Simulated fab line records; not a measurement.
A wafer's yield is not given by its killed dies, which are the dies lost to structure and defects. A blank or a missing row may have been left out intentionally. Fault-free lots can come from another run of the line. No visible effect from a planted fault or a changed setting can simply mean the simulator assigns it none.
A struck lot beside a sound one | flow sky130 | 17 out of 708 route steps
Sound: wafers L187.1, L187.3, L187.6. Wafers struck: L196.2, L196.3. The cause comes at the end.
Per side, at each step with rows, come the tool, then ch with its chambers, and then its first start. Under that, the readings that differ: sound wafers | struck wafers | difference of the means | sigmas: that difference in standard deviations of wafers without a fault.
alike: a reading whose means differ by less than 2 such deviations, as well as words and numbers matching on both sides. not compared: withheld readings; readings where some wafer has no value; bounds like >300 that might hide an equal value; numbers whose values overlap and for which the record gives no deviation.
A row with sigmas, a row that says differs or no value, or rows on one side alone: a step with any of these is where the two part. Numbers that don't overlap but have no deviation are shown without sigmas and don't part them. A reading that every wafer of one side lacks parts them only if that side has two wafers or more.

SKY_LDD_P_OVL_MEAS_08:
  sound on overlay-02, day 19 14:43; struck on overlay-01, day 23 01:35
  alike: LDD_P_OVL
then, 1 step without rows for these wafers: SKY_LDD_P_IMPLANT_09.
SKY_LDD_P_STRIP_10: strips in O2/N2.
  sound on plasmaAsher-04 ch 0,1, day 19 14:54; struck on plasmaAsher-04 ch 0,1, day 23 01:46
  alike: drypumpMotorCurrentA, oesProductAu, stripTimeToEndpointS
  not compared: rfHoursCounterH
SKY_LDD_P_TW_MEAS_11:
  sound on filmMetro-03, day 19 15:00; struck on filmMetro-01, day 23 01:53
  alike: LDD_P_TW
then, 7 steps without rows for these wafers: SKY_LDD_HVN_DEHYDRATE_00 (time 60 s); SKY_LDD_HVN_HMDS_01 (prime time 60 s); SKY_LDD_HVN_COAT_02 (resist thk 300 nm); SKY_LDD_HVN_SOFTBAKE_03 (time 60 s); SKY_LDD_HVN_EXPOSE_04 (exposes mask HVNTM, target cd 700 nm); SKY_LDD_HVN_PEB_05; SKY_LDD_HVN_DEVELOP_06 (develop time 60 s).
SKY_LDD_HVN_OVL_MEAS_07:
  sound on overlay-01, day 20 21:55; struck on overlay-02, day 24 08:49
  alike: LDD_HVN_OVL
SKY_LDD_HVN_IMPLANT_08:
  sound on implanter-01 ch 0, day 20 21:57; struck on implanter-01 ch 0, day 24 08:52
reading          | sound           | struck      | difference | sigmas
beamOnS (s)      | 9.94 10.30 9.76 | 11.20 10.92 | +1.06      | +5
faradayCurrentUA | 170 164 173     | 151 154     | -16        | -5
SKY_LDD_HVN_STRIP_09: strips in O2/N2.
  sound on plasmaAsher-02 ch 0,1, day 20 22:06; struck on plasmaAsher-01 ch 0,1, day 24 08:59
  alike: drypumpMotorCurrentA, oesProductAu, stripTimeToEndpointS
  not compared: rfHoursCounterH
SKY_LDD_HVN_TW_MEAS_10:
  sound on filmMetro-01, day 20 22:12; struck on filmMetro-03, day 24 09:06
reading    | sound          | struck    | difference | sigmas
LDD_HVN_TW | 1414 1416 1411 | 1463 1460 | +48        | +4
then, 1 step without rows for these wafers: SKY_LDD_HVP_DEHYDRATE_00 (time 60 s).
-- the record jumps here: 25 days lie between the struck wafers' starts before and after (it left off in module LDD_HVP and takes up again in module PAD_OPEN, whose first step shown is number 708 of the route) --
SKY_PAD_OPEN_PROBE_99:
  sound on prober-02, day 46 20:10; struck on prober-01, day 49 00:11
reading                      | sound          | struck    | difference | sigmas
killed_at_M4_up              | 4 13 2         | 2 2       | -4         | -2
model.etest.tip_n_5v.rsOhmSq | 1394 1390 1393 | 1333 1320 | -66        | 
  alike: killed_at_M0_to_M3, killedAtContacts, killedAtFrontEnd, killedAtOther, killedDies, killedOpen, killedShort

WHERE THEY PART
At SKY_LDD_HVN_IMPLANT_08 first; at SKY_PAD_OPEN_PROBE_99 last (within this record only).

WHY: what the simulator had put in
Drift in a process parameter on implanter-01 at SKY_LDD_HVN_IMPLANT_08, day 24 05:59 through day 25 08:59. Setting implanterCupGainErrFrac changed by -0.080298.
